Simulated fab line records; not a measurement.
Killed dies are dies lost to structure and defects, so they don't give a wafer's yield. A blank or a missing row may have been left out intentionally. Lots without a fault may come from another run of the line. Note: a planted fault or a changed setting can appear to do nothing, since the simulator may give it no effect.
Which of the tools did it? + flow sky130 + 36 wafers from 12 lots sampled at 6 of the route's 708 steps

== WHAT THE GAUGES SHOWED, per wafer ==
SKY_NWELL_OVL_MEAS_10.
| lot  | measured     | on         | NWELL_00_OVL (nm) |
|------|--------------|------------|-------------------|
| L738 | day 4 16:15  | overlay-01 | -0.6 -0.4 -1.1    |
| L739 | day 5 08:13  | overlay-02 | -1.3 -1.5 -2.3    |
| L740 | day 5 22:12  | overlay-01 | 0.1 0.4 0.7       |
| L742 | day 6 06:10  | overlay-01 | - - -             |
| L743 | day 6 06:39  | overlay-02 | 1.8 0.2 0.4       |
| L751 | day 7 23:45  | overlay-01 | 0.9 1.6 0.2       |
| L752 | day 8 04:36  | overlay-01 | 2.0 1.4 2.0       |
| L753 | day 8 10:23  | overlay-01 | 0.9 1.0 1.4       |
| L755 | day 8 20:55  | overlay-02 | 2.0 4.5 2.3       |
| L756 | day 9 05:07  | overlay-01 | -0.7 -0.4 1.1     |
| L757 | day 9 09:13  | overlay-02 | 0.7 0.8 0.7       |
| L759 | day 10 07:34 | overlay-02 | 1.7 1.0 -0.2      |

SKY_NWELL_TW_MEAS_15.
| lot  | measured     | on            | NWELL_TW       |
|------|--------------|---------------|----------------|
| L738 | day 4 16:50  | film-metro-03 | 1827 1827 1830 |
| L739 | day 5 08:48  | film-metro-03 | 1820 1837 1835 |
| L740 | day 5 22:49  | film-metro-01 | 1858 1871 1860 |
| L742 | day 6 06:46  | film-metro-02 | 30 30 30       |
| L743 | day 6 07:14  | film-metro-02 | 1815 1801 1816 |
| L751 | day 8 01:58  | film-metro-03 | 1823 1822 1818 |
| L752 | day 8 05:11  | film-metro-02 | 1831 1835 1820 |
| L753 | day 8 10:59  | film-metro-03 | 1828 1816 1828 |
| L755 | day 8 21:30  | film-metro-01 | 1871 1872 1867 |
| L756 | day 9 05:42  | film-metro-03 | 1830 1836 1840 |
| L757 | day 9 09:48  | film-metro-03 | 1833 1836 1832 |
| L759 | day 10 08:10 | film-metro-02 | 1838 1832 1835 |

SKY_VT_ADJUST_HVTP_OVL_MEAS_08.
| lot  | measured     | on         | VT_ADJUST_HVTP_OVL (nm) |
|------|--------------|------------|-------------------------|
| L738 | day 6 05:20  | overlay-02 | 1.3 3.5 1.1             |
| L739 | day 6 21:32  | overlay-01 | 1.0 1.3 0.3             |
| L740 | day 7 13:50  | overlay-01 | 1.9 1.0 0.7             |
| L742 | day 7 22:20  | overlay-02 | 1.2 0.4 0.5             |
| L743 | day 7 22:31  | overlay-01 | 0.8 0.4 0.2             |
| L751 | day 9 20:50  | overlay-02 | 1.4 -0.6 0.6            |
| L752 | day 9 23:44  | overlay-02 | -1.1 -1.5 -2.0          |
| L753 | day 10 06:32 | overlay-02 | 0.6 0.5 -0.2            |
| L755 | day 10 17:07 | overlay-02 | 1.8 1.8 2.9             |
| L756 | day 11 03:05 | overlay-01 | 2.6 1.1 2.5             |
| L757 | day 11 08:24 | overlay-02 | 2.6 1.9 -0.2            |
| L759 | day 12 07:35 | overlay-02 | -1.0 -1.4 -2.2          |

SKY_VT_ADJUST_HVTR_OVL_MEAS_08.
| lot  | measured     | on         | VT_ADJUST_HVTR_OVL (nm) |
|------|--------------|------------|-------------------------|
| L738 | day 9 14:31  | overlay-01 | 1.6 0.4 0.6             |
| L739 | day 10 09:14 | overlay-02 | 2.5 3.0 1.6             |
| L740 | day 11 04:11 | overlay-01 | 0.3 -1.4 0.5            |
| L742 | day 11 14:29 | overlay-01 | 0.9 1.5 2.0             |
| L743 | day 11 15:52 | overlay-02 | -0.5 0.3 0.8            |
| L751 | day 13 22:05 | overlay-02 | 0.3 0.7 -1.2            |
| L752 | day 14 00:52 | overlay-01 | -1.5 -1.6 0.0           |
| L753 | day 14 09:14 | overlay-01 | 2.6 1.7 2.1             |
| L755 | day 14 21:25 | overlay-01 | 3.0 3.0 3.1             |
| L756 | day 15 06:18 | overlay-01 | -0.6 -0.1 1.9           |
| L757 | day 15 14:26 | overlay-01 | 2.8 3.2 3.3             |
| L759 | day 16 18:25 | overlay-02 | 3.1 0.2 0.8             |

== TOOL THAT RAN EACH LOT (tool first, then ch and the chambers of the sampled wafers, then the start) ==
| lot  | SKY_NWELL_EXPOSE_07                | SKY_VT_ADJUST_NCORE_STRIP_10         |
|------|------------------------------------|--------------------------------------|
| L738 | iline-stepper-02 ch 0, day 4 07:55 | plasma-asher-04 ch 1, day 8 17:30    |
| L739 | iline-stepper-01 ch 0, day 4 23:26 | plasma-asher-04 ch 0,1, day 9 10:55  |
| L740 | iline-stepper-01 ch 0, day 5 13:32 | plasma-asher-01 ch 0,1, day 10 04:22 |
| L742 | iline-stepper-01 ch 0, day 5 21:34 | plasma-asher-01 ch 0,1, day 10 14:58 |
| L743 | iline-stepper-02 ch 0, day 5 21:58 | plasma-asher-03 ch 0,1, day 10 15:55 |
| L751 | iline-stepper-02 ch 0, day 7 14:47 | plasma-asher-04 ch 1, day 12 20:28   |
| L752 | iline-stepper-01 ch 0, day 7 19:38 | plasma-asher-04 ch 0, day 12 23:07   |
| L753 | iline-stepper-01 ch 0, day 8 00:05 | plasma-asher-03 ch 0,1, day 13 07:46 |
| L755 | iline-stepper-02 ch 0, day 8 10:47 | plasma-asher-03 ch 0,1, day 13 19:46 |
| L756 | iline-stepper-02 ch 0, day 8 19:00 | plasma-asher-04 ch 0,1, day 14 04:51 |
| L757 | iline-stepper-01 ch 0, day 8 22:46 | plasma-asher-01 ch 0,1, day 14 12:03 |
| L759 | iline-stepper-02 ch 0, day 9 20:32 | plasma-asher-04 ch 0,1, day 15 13:51 |
- SKY_NWELL_EXPOSE_07: exposes mask NWM, target cd 840 nm.
- SKY_VT_ADJUST_NCORE_STRIP_10: strips in O2/N2.

== AS READ BY THE TOOLS THEMSELVES (means over the sampled wafers that have a number; for cases with no such wafer, the mark the record gives instead) ==
SKY_VT_ADJUST_NCORE_STRIP_10.
| lot  | tool            | chamber-pressure-mTorr (mTorr) | drypump-motor-current-A (A) | oes-product-au (a.u.) | strip-time-to-endpoint-s (s) |
|------|-----------------|--------------------------------|-----------------------------|-----------------------|------------------------------|
| L738 | plasma-asher-04 | 1499.6                         | 5.9                         | 0.711                 | 14.17                        |
| L739 | plasma-asher-04 | 1500.3                         | 5.4                         | 0.715                 | 14.16                        |
| L740 | plasma-asher-01 | 1500.8                         | 6.1                         | 0.713                 | 14.22                        |
| L742 | plasma-asher-01 | 1500.3                         | 6.4                         | 0.717                 | 14.20                        |
| L743 | plasma-asher-03 | 1499.4                         | 5.3                         | 0.715                 | 14.20                        |
| L751 | plasma-asher-04 | 1500.5                         | 5.9                         | 0.715                 | 14.14                        |
| L752 | plasma-asher-04 | 1499.6                         | 5.2                         | 0.712                 | 14.20                        |
| L753 | plasma-asher-03 | 1499.5                         | 5.3                         | 0.715                 | 14.18                        |
| L755 | plasma-asher-03 | 1499.3                         | 5.3                         | 0.719                 | 14.17                        |
| L756 | plasma-asher-04 | 1500.3                         | 5.4                         | 0.715                 | 14.22                        |
| L757 | plasma-asher-01 | 1499.7                         | 6.1                         | 0.718                 | 14.16                        |
| L759 | plasma-asher-04 | 1500.5                         | 5.7                         | 0.715                 | 14.19                        |

== THE ANSWER, worked out from the rows above alone ==
Rule: what is usual is taken from the lots themselves. The widest of any qualifying gaps counts: lots, ordered by their means at a reading, are off when they make up no more than a third of the lots, leave a main group of 4 or more, and stand apart from it by 3 or more times the standard deviation of that group's means. If all means in a main group match to the digits the tables above print for the reading, that group is not used. A lot without any number at a reading at which 4 lots or more have one is off too. The other lots that the step has rows for count as sound. After the gauges, taken in route order, come the tools' own readings; for these a lot's mean is taken, as printed above. At the first step where some lot is off, the reading lying furthest off is the one used; lots without a number count as furthest.
Off: L742, seen at SKY_NWELL_OVL_MEAS_10 (NWELL_00_OVL). Without a number there: L742. Main group: mean 0.6 nm, sd 1.2.
If a tool, at a process step before that reading, ran all the lots that are off and no sound lot after the first of them, it fits. Not tried: the gauges at SKY_NWELL_OVL_MEAS_10; whatever is off there is also off at SKY_NWELL_TW_MEAS_15, on other tools, and gauge error can't account for it. Not one of the candidates tried fits.

== WHAT WAS PUT IN BY THE SIMULATOR ==
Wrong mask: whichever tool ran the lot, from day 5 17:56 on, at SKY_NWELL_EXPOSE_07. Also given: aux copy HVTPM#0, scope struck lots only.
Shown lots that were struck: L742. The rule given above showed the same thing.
